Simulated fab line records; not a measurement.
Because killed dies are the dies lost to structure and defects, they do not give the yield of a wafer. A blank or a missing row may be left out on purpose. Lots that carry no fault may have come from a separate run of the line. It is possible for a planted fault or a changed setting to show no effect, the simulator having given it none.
fab line records	flow sky130
record: lots: 12	wafers: 36	last-day: 50
route steps=708 shown RES_PROTECT@214 POLY_GATE@227 PAD_OPEN@708
lots that met no fault: taken from a fault-free run of the same line
start-h: hours from the record's first day to the start of the lot's first wafer shown	wait-h: hours from the lot's prior step to this one	" identical to the entry in the row above	L1.1+2: a row that stands for several wafers	- no value, or no start given	* or withheld: withheld	< > ~ a bound
route shown NAME@n: names a module that has steps shown in the file, with the first one's number in the route	usual: mean/standard deviation taken from wafers without a fault	same: alike in all rows	chamber/n: place in a boat	sites: the reading at each site	_std_site: the values' standard deviation	_edge_site: mean of outer sites minus mean of inner sites	radius-mm: for every site, how far away it sits from the centre of the wafer	mask NAME#n: copy n	behind: the last tool/chamber to shape the wafer	hold: reason for holding the lot/hours on hold/outcome of the hold	device: the n, p or np transistor that did not switch	end of line: tests of these same wafers at the route's end	a step with no rows: only its recipe	killed: not the wafer's yield, but the dies lost to structure and defects at the first sort	map: a wafer's dies, x killed, . not, _ none there
set.NAME: setting as actually run; set.NAME@STEP: the setting as run at that earlier step	model.NAME: the simulator's own value behind a step, which no gauge read
the route's steps for a sample of lots (tables are steps, rows are wafers)
services: the hour from which a tool's chamber was out of use, counted from the record's first day as start-h (under 0 if before that day), plus the number of hours and why
== steps ==
step: SKY_RES_PROTECT_STRIP_07
recipe: chemistry: O2/N2	power-w: 1400	pressure-mtorr: 1500	platen-temp-c: withheld	o2-flow-sccm: 3000	n2-flow-sccm: 300	overash-fraction: 0.5
usual: drypump-motor-current-A: 5.5/0.36	oes-product-au: 0.518/0.0047	strip-time-to-endpoint-s: 23.28/0.036
lot.wafer	tool	chamber	start-h	wait-h	drypump-motor-current-A	oes-product-au	rf-hours-counter-h	strip-time-to-endpoint-s
L931.2	plasma-asher-01	1	337.21	0.1	5.6	0.516	22	23.29
L931.4	"	0	"	"	5.7	0.519	-	23.29
L931.5	"	1	"	"	5.6	0.511	-	23.29
L932.2	plasma-asher-03	0	351.50	0.1	4.9	0.519	66	23.28
L932.4	"	0	"	"	4.9	0.515	-	23.31
L932.6	"	0	"	"	4.9	0.523	-	23.29
L933.1	plasma-asher-02	0	364.41	0.1	5.9	0.525	68	23.31
L933.2	"	1	"	"	5.0	0.514	68	23.20
L933.6	"	1	"	"	5.0	0.524	-	23.27
L936.1	plasma-asher-01	0	388.41	0.1	5.7	0.519	27	23.27
L936.2	"	1	"	"	5.6	0.516	27	23.24
L936.5	"	1	"	"	5.6	0.527	-	23.29
L937.1	plasma-asher-03	1	400.36	0.1	5.7	0.518	70	23.24
L937.4	"	0	"	"	4.9	0.510	-	23.26
L937.5	"	1	"	"	5.7	0.511	-	23.27
L946.3	plasma-asher-02	0	476.19	0.1	5.8	0.518	-	23.21
L946.5	"	1	"	"	5.0	0.527	-	23.20
L946.6	"	0	"	"	5.8	0.512	-	23.24
L947.1	plasma-asher-01	1	480.31	0.1	5.6	0.519	37	23.31
L947.2	"	0	"	"	5.7	0.519	37	23.35
L947.6	"	0	"	"	5.7	0.523	-	23.31
L948.2	plasma-asher-03	1	491.51	0.1	5.7	0.514	6	23.26
L948.4	"	1	"	"	5.7	0.517	-	23.24
L948.6	"	0	"	"	4.9	0.519	-	23.28
L950.1	plasma-asher-02	1	505.91	0.1	5.0	0.522	82	23.34
L950.3	"	0	"	"	5.9	0.530	-	23.33
L950.6	"	0	"	"	5.9	0.519	-	23.34
L952.4	plasma-asher-02	1	526.64	0.1	5.0	0.520	-	23.32
L952.5	"	1	"	"	5.0	0.515	-	23.27
L952.6	"	0	"	"	5.9	0.519	-	23.35
L953.1	plasma-asher-01	0	540.95	0.1	5.7	0.522	43	23.33
L953.4	"	0	"	"	5.7	0.526	-	23.35
L953.6	"	0	"	"	5.7	0.517	-	23.31
L954.1	plasma-asher-02	1	550.90	0.1	5.0	0.519	86	23.29
L954.4	"	1	"	"	5.0	0.525	-	23.31
L954.6	"	0	"	"	5.8	0.518	-	23.25
step: SKY_RES_PROTECT_TW_MEAS_08
usual: POLY_GATE_TW: 4018/33
lot.wafer	tool	chamber	start-h	wait-h	POLY_GATE_TW
L931.2	film-metro-01	-	337.32	0.1	4073
L931.4	"	-	"	"	4088
L931.5	"	-	"	"	4063
L932.2	film-metro-04	-	351.61	0.1	3989
L932.4	"	-	"	"	3984
L932.6	"	-	"	"	3994
L933.1	film-metro-01	-	364.51	0.1	4050
L933.2	"	-	"	"	4056
L933.6	"	-	"	"	4054
L936.1	film-metro-04	-	388.51	0.1	4035
L936.2	"	-	"	"	4015
L936.5	"	-	"	"	4030
L937.1	film-metro-04	-	400.46	0.1	4047
L937.4	"	-	"	"	4037
L937.5	"	-	"	"	4032
L946.3	film-metro-03	-	476.28	0.1	3983
L946.5	"	-	"	"	3984
L946.6	"	-	"	"	3986
L947.1	film-metro-03	-	480.41	0.1	3994
L947.2	"	-	"	"	3980
L947.6	"	-	"	"	3977
L948.2	film-metro-01	-	491.62	0.1	4049
L948.4	"	-	"	"	4055
L948.6	"	-	"	"	4047
L950.1	film-metro-04	-	506.01	0.1	4024
L950.3	"	-	"	"	4033
L950.6	"	-	"	"	4030
L952.4	film-metro-04	-	526.73	0.1	4023
L952.5	"	-	"	"	4029
L952.6	"	-	"	"	4031
L953.1	film-metro-01	-	541.05	0.1	4034
L953.4	"	-	"	"	4030
L953.6	"	-	"	"	4046
L954.1	film-metro-04	-	551.00	0.1	4052
L954.4	"	-	"	"	4055
L954.6	"	-	"	"	4062
step: SKY_POLY_GATE_CD_MEAS_13
recipe: target-cd-nm: 150
usual: cd-nm: 150.5/1.7
lot.wafer	tool	chamber	start-h	wait-h	cd-nm
L931.2	cd-sem-02	-	367.85	-	154.5
L931.4	"	-	"	"	153.6
L931.5	"	-	"	"	153.8
L932.2	cd-sem-02	-	382.88	-	152.0
L932.4	"	-	"	"	150.9
L932.6	"	-	"	"	150.4
L933.1	cd-sem-02	-	394.56	-	149.4
L933.2	"	-	"	"	148.8
L933.6	"	-	"	"	147.4
L936.1	cd-sem-01	-	421.49	-	148.8
L936.2	"	-	"	"	148.0
L936.5	"	-	"	"	147.9
L937.1	cd-sem-01	-	432.16	-	148.7
L937.4	"	-	"	"	147.9
L937.5	"	-	"	"	148.4
L946.3	cd-sem-02	-	508.29	-	150.7
L946.5	"	-	"	"	151.0
L946.6	"	-	"	"	152.5
L947.1	cd-sem-02	-	512.45	-	152.4
L947.2	"	-	"	"	151.4
L947.6	"	-	"	"	151.5
L948.2	cd-sem-02	-	524.37	-	150.3
L948.4	"	-	"	"	149.9
L948.6	"	-	"	"	150.9
L950.1	cd-sem-02	-	538.28	-	151.8
L950.3	"	-	"	"	152.3
L950.6	"	-	"	"	152.7
L952.4	cd-sem-01	-	561.47	-	149.2
L952.5	"	-	"	"	149.7
L952.6	"	-	"	"	150.4
L953.1	cd-sem-01	-	573.16	-	150.5
L953.4	"	-	"	"	150.6
L953.6	"	-	"	"	150.3
L954.1	cd-sem-01	-	582.63	-	149.9
L954.4	"	-	"	"	149.0
L954.6	"	-	"	"	150.3
step: SKY_POLY_GATE_ETCH_16
recipe: stop-on: poly-Si	chemistry: CH3F/O2	target: Si3N4	source-w: 400	bias-w: 80	pressure-mtorr: 25	ch3f-flow-sccm: 40	O2_flow_sccm: 30	time-s: 147.5	target-depth-a: 750
usual: O2_flow_sccm: 30.01/0.09	drypump-motor-current-A: 5.8/0.31	oes-product-au: 0.642/0.0053	run-length-s: 175.9/0.53	throttle-valve-pct: 10.536/0.0092
lot.wafer	tool	chamber	start-h	wait-h	O2_flow_sccm	drypump-motor-current-A	oes-product-au	rf-hours-counter-h	run-length-s	throttle-valve-pct
L931.2	rie-diel-03	2	368.07	0.0	30.16	6.0	0.641	21	175.8	10.535
L931.4	"	1	"	"	30.04	6.4	0.646	74	174.9	10.533
L931.5	"	0	"	"	30.03	6.2	0.648	-	175.9	10.538
L932.2	rie-diel-01	2	383.10	0.0	29.95	5.5	0.633	5	176.0	10.536
L932.4	"	3	"	"	30.10	6.0	0.642	64	176.5	10.535
L932.6	"	2	"	"	29.91	5.5	0.629	-	176.4	10.552
L933.1	rie-diel-02	3	394.80	0.0	30.00	6.2	0.646	4	175.3	10.528
L933.2	"	1	"	"	30.06	6.0	0.647	4	176.8	10.536
L933.6	"	0	"	"	29.94	5.7	0.639	-	175.5	10.536
L936.1	rie-diel-02	1	421.73	0.0	29.93	6.0	0.667	5	170.6	10.534
L936.2	"	2	"	"	30.08	5.7	0.662	14	169.9	10.538
L936.5	"	2	"	"	29.93	5.7	0.664	-	169.9	10.543
L937.1	rie-diel-02	2	432.40	0.0	29.99	5.7	0.664	14	170.5	10.539
L937.4	"	1	"	"	29.92	6.0	0.662	5	170.8	10.549
L937.5	"	3	"	"	29.91	6.2	0.665	-	169.7	10.531
L946.3	rie-diel-02	3	508.49	0.0	30.07	6.2	0.628	6	175.5	10.535
L946.5	"	2	"	"	29.96	5.8	0.636	-	176.4	10.543
L946.6	"	1	"	"	29.98	6.0	0.633	-	176.4	10.543
L947.1	rie-diel-02	2	512.69	0.0	30.11	5.7	0.647	16	176.4	10.533
L947.2	"	3	"	"	29.85	6.2	0.641	6	175.3	10.531
L947.6	"	1	"	"	30.23	6.0	0.644	-	176.5	10.525
L948.2	rie-diel-02	1	524.59	0.0	30.04	6.0	0.642	8	176.5	10.541
L948.4	"	3	"	"	30.07	6.2	0.635	7	175.3	10.534
L948.6	"	0	"	"	29.88	5.7	0.643	-	175.8	10.544
L950.1	rie-diel-02	1	538.52	0.0	29.90	6.0	0.640	8	177.2	10.535
L950.3	"	0	"	"	29.94	5.7	0.641	5	176.0	10.539
L950.6	"	1	"	"	30.18	6.0	0.641	-	176.5	10.538
L952.4	rie-diel-02	1	561.65	0.0	29.95	6.0	0.648	8	176.7	10.516
L952.5	"	3	"	"	29.92	6.1	0.647	-	175.7	10.540
L952.6	"	2	"	"	30.00	5.7	0.646	-	176.3	10.512
L953.1	rie-diel-01	1	573.40	0.0	30.05	5.4	0.645	17	175.6	10.535
L953.4	"	2	"	"	29.97	5.5	0.632	7	176.5	10.534
L953.6	"	3	"	"	30.04	6.0	0.648	-	176.5	10.555
L954.1	rie-diel-02	3	582.87	0.0	29.94	6.2	0.633	8	175.4	10.539
L954.4	"	2	"	"	29.88	5.8	0.642	-	176.1	10.543
L954.6	"	1	"	"	29.87	6.0	0.650	-	176.5	10.526
step: SKY_PAD_OPEN_PROBE_99
usual: killed_at_M0_to_M3: 43/7.2	killed_at_M4_up: 3.0/2	killed-at-contacts: 24/5.5	killed-at-front-end: 15/4.2	killed-at-other: 0.3/0.51	killed-dies: 85/10	killed-open: 46/7.3	killed-short: 38/6.4
same: gross-dies: 492	killed-at-back-side: 0
lot.wafer	tool	chamber	start-h	wait-h	killed_at_M0_to_M3	killed_at_M4_up	killed-at-contacts	killed-at-front-end	killed-at-other	killed-dies	killed-open	killed-short
L931.2	prober-02	-	1076.23	0.1	50	2	18	13	2	85	47	38
L931.4	prober-02	-	1076.33	0.2	40	2	29	16	1	88	39	49
L931.5	prober-02	-	1076.38	0.2	61	2	28	8	2	101	61	40
L932.2	prober-01	-	1090.73	0.1	41	3	34	11	1	90	45	45
L932.4	prober-01	-	1090.83	0.2	44	2	31	9	0	86	52	34
L932.6	prober-01	-	1090.93	0.2	48	5	29	7	0	89	45	44
L933.1	prober-02	-	1093.38	0.1	42	0	18	17	1	78	53	25
L933.2	prober-02	-	1093.43	0.1	41	5	17	23	0	86	49	37
L933.6	prober-02	-	1093.63	0.2	49	3	27	16	1	96	56	40
L936.1	prober-01	-	1114.84	0.1	47	4	35	25	0	111	55	56
L936.2	prober-01	-	1114.89	0.1	35	3	19	16	0	73	43	30
L936.5	prober-01	-	1115.04	0.2	47	4	21	19	0	91	42	49
L937.1	prober-02	-	1120.70	0.1	40	3	26	29	1	99	49	50
L937.4	prober-02	-	1120.85	0.2	46	2	14	13	0	75	41	34
L937.5	prober-02	-	1120.90	0.2	47	4	28	21	0	100	58	42
L946.3	prober-02	-	1171.93	0.2	33	4	26	16	0	79	46	33
L946.5	prober-02	-	1172.03	0.2	38	6	21	16	0	81	49	32
L946.6	prober-02	-	1172.08	0.2	44	1	26	17	0	88	55	33
L947.1	prober-01	-	1174.08	0.1	49	3	26	13	0	91	57	34
L947.2	prober-01	-	1174.13	0.1	36	3	18	21	0	78	44	34
L947.6	prober-01	-	1174.33	0.2	40	0	16	17	0	73	42	31
L948.2	prober-02	-	1178.98	0.1	50	1	13	14	1	79	41	38
L948.4	prober-02	-	1179.08	0.2	38	2	18	16	0	74	32	42
L948.6	prober-02	-	1179.18	0.2	41	5	21	11	0	78	44	34
L950.1	prober-02	-	1184.72	0.1	39	2	24	17	0	82	54	28
L950.3	prober-02	-	1184.82	0.2	34	2	25	15	0	76	44	32
L950.6	prober-02	-	1184.97	0.2	37	2	19	18	0	76	43	33
L952.4	prober-02	-	1197.74	0.2	56	3	17	19	1	96	52	44
L952.5	prober-02	-	1197.79	0.2	47	3	22	17	0	89	54	35
L952.6	prober-02	-	1197.84	0.2	44	3	24	11	0	82	43	39
L953.1	prober-01	-	1203.48	0.1	42	4	23	12	0	81	41	40
L953.4	prober-01	-	1203.63	0.2	30	4	20	15	0	69	37	32
L953.6	prober-01	-	1203.73	0.2	46	9	32	14	0	101	54	47
L954.1	prober-01	-	1210.98	0.1	46	1	23	14	1	85	47	38
L954.4	prober-01	-	1211.13	0.2	29	1	14	18	0	62	31	31
L954.6	prober-01	-	1211.23	0.2	47	2	15	13	0	77	43	34
killed by level:class
L931.2 CONTACT:geometric-particle:open=10 METAL1:geometric-particle:short=7 VIA1:geometric-particle:open=7 VIA3:geometric-particle:open=7 VIA2:geometric-particle:open=6 VIA1:geometric-particle:short=6 VIA2:geometric-particle:short=6 LI_CONTACT:geometric-particle:open=5
L931.4 CONTACT:geometric-particle:open=12 VIA1:geometric-particle:short=10 METAL1:geometric-particle:short=8 LI_CONTACT:geometric-particle:open=7 LI_CONTACT:geometric-particle:short=6 FIELD_ISO:geometric-particle:short=5 FIELD_ISO:geometric-particle:open=4 VIA2:geometric-particle:open=4
L931.5 VIA1:geometric-particle:open=14 LI_CONTACT:geometric-particle:open=12 VIA3:geometric-particle:open=12 VIA3:geometric-particle:short=7 VIA1:geometric-particle:short=6 VIA2:geometric-particle:open=6 METAL3:geometric-particle:short=4 CONTACT:geometric-particle:short=4
L932.2 VIA3:geometric-particle:open=10 CONTACT:geometric-particle:open=9 CONTACT:geometric-particle:short=8 LI_CONTACT:geometric-particle:open=7 LOCAL_INTERCONNECT:geometric-particle:short=6 VIA1:geometric-particle:open=5 METAL1:geometric-particle:short=5 METAL2:geometric-particle:short=5
L932.4 CONTACT:geometric-particle:open=12 VIA3:geometric-particle:open=9 VIA2:geometric-particle:open=8 VIA1:geometric-particle:open=8 LI_CONTACT:geometric-particle:open=6 METAL2:geometric-particle:short=5 LI_CONTACT:geometric-particle:short=4 LOCAL_INTERCONNECT:geometric-particle:short=4
L932.6 VIA1:geometric-particle:open=17 CONTACT:geometric-particle:open=9 VIA1:geometric-particle:short=9 LI_CONTACT:geometric-particle:open=7 LOCAL_INTERCONNECT:geometric-particle:short=6 VIA3:geometric-particle:short=5 VIA2:geometric-particle:short=4 VIA2:geometric-particle:open=4
L933.1 VIA3:geometric-particle:open=12 CONTACT:geometric-particle:open=7 VIA2:geometric-particle:open=6 LI_CONTACT:geometric-particle:open=5 FIELD_ISO:geometric-particle:short=4 VIA1:geometric-particle:open=4 FIELD_ISO:geometric-particle:open=4 METAL1:geometric-particle:short=4
L933.2 FIELD_ISO:geometric-particle:open=9 CONTACT:geometric-particle:open=8 METAL2:geometric-particle:short=8 VIA2:geometric-particle:open=7 VIA1:geometric-particle:open=7 VIA1:geometric-particle:short=6 POLY_GATE:geometric-particle:open=5 CONTACT:geometric-particle:short=3
L933.6 VIA1:geometric-particle:open=12 CONTACT:geometric-particle:open=11 VIA3:geometric-particle:short=8 VIA3:geometric-particle:open=7 VIA2:geometric-particle:open=6 POLY_GATE:geometric-particle:open=5 LI_CONTACT:geometric-particle:open=5 FIELD_ISO:geometric-particle:open=4
L936.1 FIELD_ISO:geometric-particle:short=11 CONTACT:geometric-particle:open=11 LI_CONTACT:geometric-particle:open=9 VIA3:geometric-particle:open=8 VIA2:geometric-particle:open=7 METAL1:geometric-particle:short=7 VIA1:geometric-particle:open=6 CONTACT:geometric-particle:short=6
L936.2 LI_CONTACT:geometric-particle:open=8 VIA1:geometric-particle:open=7 VIA3:geometric-particle:open=7 FIELD_ISO:geometric-particle:open=6 LOCAL_INTERCONNECT:geometric-particle:short=5 VIA1:geometric-particle:short=5 FIELD_ISO:geometric-particle:short=4 CONTACT:geometric-particle:open=4
L936.5 CONTACT:geometric-particle:open=9 METAL1:geometric-particle:short=9 VIA2:geometric-particle:open=8 VIA1:geometric-particle:open=7 FIELD_ISO:geometric-particle:short=6 METAL2:geometric-particle:short=5 VIA3:geometric-particle:open=5 VIA3:geometric-particle:short=5
L937.1 CONTACT:geometric-particle:open=11 FIELD_ISO:geometric-particle:short=10 FIELD_ISO:geometric-particle:open=8 VIA1:geometric-particle:open=8 VIA1:geometric-particle:short=6 VIA2:geometric-particle:open=6 LI_CONTACT:geometric-particle:open=5 METAL2:geometric-particle:short=5
L937.4 VIA1:geometric-particle:open=12 VIA3:geometric-particle:open=6 METAL2:geometric-particle:short=6 LI_CONTACT:geometric-particle:open=5 CONTACT:geometric-particle:short=5 VIA1:geometric-particle:short=5 VIA2:geometric-particle:short=4 VIA2:geometric-particle:open=4
L937.5 CONTACT:geometric-particle:open=10 VIA1:geometric-particle:open=9 VIA3:geometric-particle:open=8 LI_CONTACT:geometric-particle:open=7 VIA2:geometric-particle:open=7 VIA1:geometric-particle:short=7 FIELD_ISO:geometric-particle:open=6 POLY_GATE:geometric-particle:open=6
L946.3 CONTACT:geometric-particle:open=11 VIA1:geometric-particle:open=9 LI_CONTACT:geometric-particle:open=7 LOCAL_INTERCONNECT:geometric-particle:short=5 VIA3:geometric-particle:open=5 FIELD_ISO:geometric-particle:short=4 POLY_GATE:geometric-particle:open=4 VIA1:geometric-particle:short=4
L946.5 VIA1:geometric-particle:open=10 LI_CONTACT:geometric-particle:open=7 VIA2:geometric-particle:open=7 VIA3:geometric-particle:open=6 FIELD_ISO:geometric-particle:short=4 CONTACT:geometric-particle:open=4 LOCAL_INTERCONNECT:geometric-particle:short=4 CONTACT:geometric-particle:short=4
L946.6 CONTACT:geometric-particle:open=11 VIA1:geometric-particle:open=11 VIA3:geometric-particle:open=9 LI_CONTACT:geometric-particle:open=8 VIA1:geometric-particle:short=8 POLY_GATE:geometric-particle:short=5 FIELD_ISO:geometric-particle:short=4 FIELD_ISO:geometric-particle:open=4
L947.1 VIA1:geometric-particle:open=12 LI_CONTACT:geometric-particle:open=8 CONTACT:geometric-particle:open=8 VIA2:geometric-particle:open=8 VIA3:geometric-particle:open=8 VIA2:geometric-particle:short=7 FIELD_ISO:geometric-particle:short=5 CONTACT:geometric-particle:short=5
L947.2 VIA2:geometric-particle:open=9 LI_CONTACT:geometric-particle:open=8 METAL2:geometric-particle:short=8 VIA1:geometric-particle:open=7 FIELD_ISO:geometric-particle:open=6 POLY_GATE:geometric-particle:short=5 CONTACT:geometric-particle:open=5 POLY_GATE:geometric-particle:open=4
L947.6 VIA1:geometric-particle:open=9 VIA2:geometric-particle:open=9 CONTACT:geometric-particle:open=7 VIA3:geometric-particle:open=6 FIELD_ISO:geometric-particle:open=5 METAL1:geometric-particle:short=5 FIELD_ISO:geometric-particle:short=4 METAL2:geometric-particle:short=4
L948.2 VIA1:geometric-particle:open=7 VIA3:geometric-particle:open=7 VIA1:geometric-particle:short=7 VIA2:geometric-particle:open=6 CONTACT:geometric-particle:open=6 METAL2:geometric-particle:short=6 METAL1:geometric-particle:short=6 FIELD_ISO:geometric-particle:open=5
L948.4 FIELD_ISO:geometric-particle:short=7 CONTACT:geometric-particle:short=6 CONTACT:geometric-particle:open=6 VIA3:geometric-particle:open=6 METAL2:geometric-particle:short=6 VIA1:geometric-particle:open=5 VIA2:geometric-particle:open=5 METAL1:geometric-particle:short=4
L948.6 VIA2:geometric-particle:open=13 CONTACT:geometric-particle:open=9 CONTACT:geometric-particle:short=7 VIA1:geometric-particle:open=5 METAL2:geometric-particle:short=5 VIA3:geometric-particle:open=5 FIELD_ISO:geometric-particle:short=4 METAL3:geometric-particle:short=4
L950.1 CONTACT:geometric-particle:open=11 VIA1:geometric-particle:open=11 POLY_GATE:geometric-particle:open=8 VIA2:geometric-particle:open=7 LI_CONTACT:geometric-particle:open=5 VIA3:geometric-particle:open=4 LOCAL_INTERCONNECT:geometric-particle:short=4 METAL2:geometric-particle:short=4
L950.3 CONTACT:geometric-particle:open=7 VIA1:geometric-particle:open=7 LI_CONTACT:geometric-particle:open=6 METAL1:geometric-particle:short=6 POLY_GATE:geometric-particle:open=5 VIA2:geometric-particle:open=5 POLY_GATE:geometric-particle:short=4 LI_CONTACT:geometric-particle:short=4
L950.6 CONTACT:geometric-particle:open=10 VIA1:geometric-particle:open=8 VIA2:geometric-particle:open=6 FIELD_ISO:geometric-particle:short=5 METAL2:geometric-particle:short=5 POLY_GATE:geometric-particle:short=4 POLY_GATE:geometric-particle:open=4 CONTACT:geometric-particle:short=4
L952.4 VIA1:geometric-particle:open=17 POLY_GATE:geometric-particle:short=6 LI_CONTACT:geometric-particle:open=6 VIA3:geometric-particle:open=6 VIA1:geometric-particle:short=5 CONTACT:geometric-particle:open=5 METAL2:geometric-particle:short=5 METAL3:geometric-particle:short=5
L952.5 VIA1:geometric-particle:open=12 CONTACT:geometric-particle:open=11 METAL1:geometric-particle:short=9 LI_CONTACT:geometric-particle:open=7 FIELD_ISO:geometric-particle:short=6 VIA3:geometric-particle:open=5 VIA2:geometric-particle:short=5 POLY_GATE:geometric-particle:open=4
L952.6 LI_CONTACT:geometric-particle:open=8 VIA3:geometric-particle:open=8 CONTACT:geometric-particle:open=7 LOCAL_INTERCONNECT:geometric-particle:short=6 METAL1:geometric-particle:short=5 VIA1:geometric-particle:open=5 VIA2:geometric-particle:open=5 VIA2:geometric-particle:short=4
L953.1 METAL2:geometric-particle:short=10 VIA1:geometric-particle:open=9 LI_CONTACT:geometric-particle:open=7 VIA2:geometric-particle:open=7 CONTACT:geometric-particle:open=6 LI_CONTACT:geometric-particle:short=5 CONTACT:geometric-particle:short=4 VIA1:geometric-particle:short=4
L953.4 METAL1:geometric-particle:short=9 CONTACT:geometric-particle:open=9 CONTACT:geometric-particle:short=6 VIA1:geometric-particle:open=5 FIELD_ISO:geometric-particle:open=4 VIA1:geometric-particle:short=4 SPACER:geometric-particle:open=3 LOCAL_INTERCONNECT:geometric-particle:open=3
L953.6 CONTACT:geometric-particle:open=15 METAL2:geometric-particle:short=10 LI_CONTACT:geometric-particle:open=9 METAL1:geometric-particle:short=8 VIA1:geometric-particle:open=8 METAL4:geometric-particle:short=7 VIA3:geometric-particle:open=6 CONTACT:geometric-particle:short=5
L954.1 VIA1:geometric-particle:open=10 POLY_GATE:geometric-particle:open=7 CONTACT:geometric-particle:open=7 LI_CONTACT:geometric-particle:open=6 METAL2:geometric-particle:short=6 VIA3:geometric-particle:open=6 LOCAL_INTERCONNECT:geometric-particle:short=5 VIA2:geometric-particle:open=5
L954.4 VIA1:geometric-particle:open=10 CONTACT:geometric-particle:open=7 METAL2:geometric-particle:short=6 VIA3:geometric-particle:open=5 POLY_GATE:geometric-particle:short=4 VIA2:geometric-particle:short=4 FIELD_ISO:geometric-particle:short=3 POLY_GATE:geometric-particle:open=3
L954.6 VIA1:geometric-particle:open=12 VIA2:geometric-particle:open=8 CONTACT:geometric-particle:open=7 VIA1:geometric-particle:short=6 CONTACT:geometric-particle:short=5 METAL2:geometric-particle:short=5 VIA3:geometric-particle:open=5 POLY_GATE:geometric-particle:open=4
== services ==
tool	chamber	start-h	hours	kind
rie-diel-03	3	334.23	9.1	repair
plasma-asher-03	-	358.85	5.9	repair
rie-diel-02	3	367.22	5.9	repair
rie-diel-03	1	382.16	7.6	repair
rie-diel-03	-	397.20	0.4	repair
rie-diel-03	1	405.00	4.2	repair
plasma-asher-01	-	418.91	2.3	repair
plasma-asher-03	-	421.25	9.0	pm
rie-diel-03	-	422.79	2.8	pm
rie-diel-02	-	430.79	0.7	repair
rie-diel-03	1	442.85	3.8	repair
rie-diel-01	2	444.78	4.5	repair
plasma-asher-02	-	460.69	2.4	repair
plasma-asher-02	-	478.60	1.2	repair
rie-diel-03	0	480.96	4.8	repair
rie-diel-01	-	487.24	54.0	repair
rie-diel-03	-	502.09	0.9	repair
rie-diel-02	-	527.59	0.2	repair
rie-diel-03	1	531.28	1.7	repair
rie-diel-02	3	541.71	14.7	repair
rie-diel-01	0	550.11	3.7	repair
plasma-asher-03	-	552.33	1.2	repair
plasma-asher-02	-	578.95	2.8	pm
rie-diel-02	0	582.54	2.9	repair
== key ==
first-sign: step: SKY_POLY_GATE_ETCH_16	reading: run-length-s	direction: down	sigmas: 11	usual: *	struck: *
effect: step: SKY_POLY_GATE_ETCH_16	reading: oes-product-au	direction: up	sigmas: 4.1	usual: 0.642	struck: 0.664
met-at SKY_POLY_GATE_ETCH_16
struck-lots L936,L937
tester-left-out L936,L937
not-acting-at SKY_RES_PROTECT_STRIP_07,SKY_RES_PROTECT_TW_MEAS_08,SKY_POLY_GATE_CD_MEAS_13
onset-between 394.80 421.73
fault: kind: process-parameter-drift	tool: rie-diel-02	chamber: -	onset-h: 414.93	steps: SKY_POLY_GATE_ETCH_16	channel: time-s	offset: *	shape: step	end-h: 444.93	acts-in: *	stated: *
tester-left-out: of these lots the tester's yield and bins aren't shown, on N5 and GAA mostly nor the transistor test; their killed dies are dies lost to structure and defects alone, not to doping, threshold or leakage, so they don't give the yield
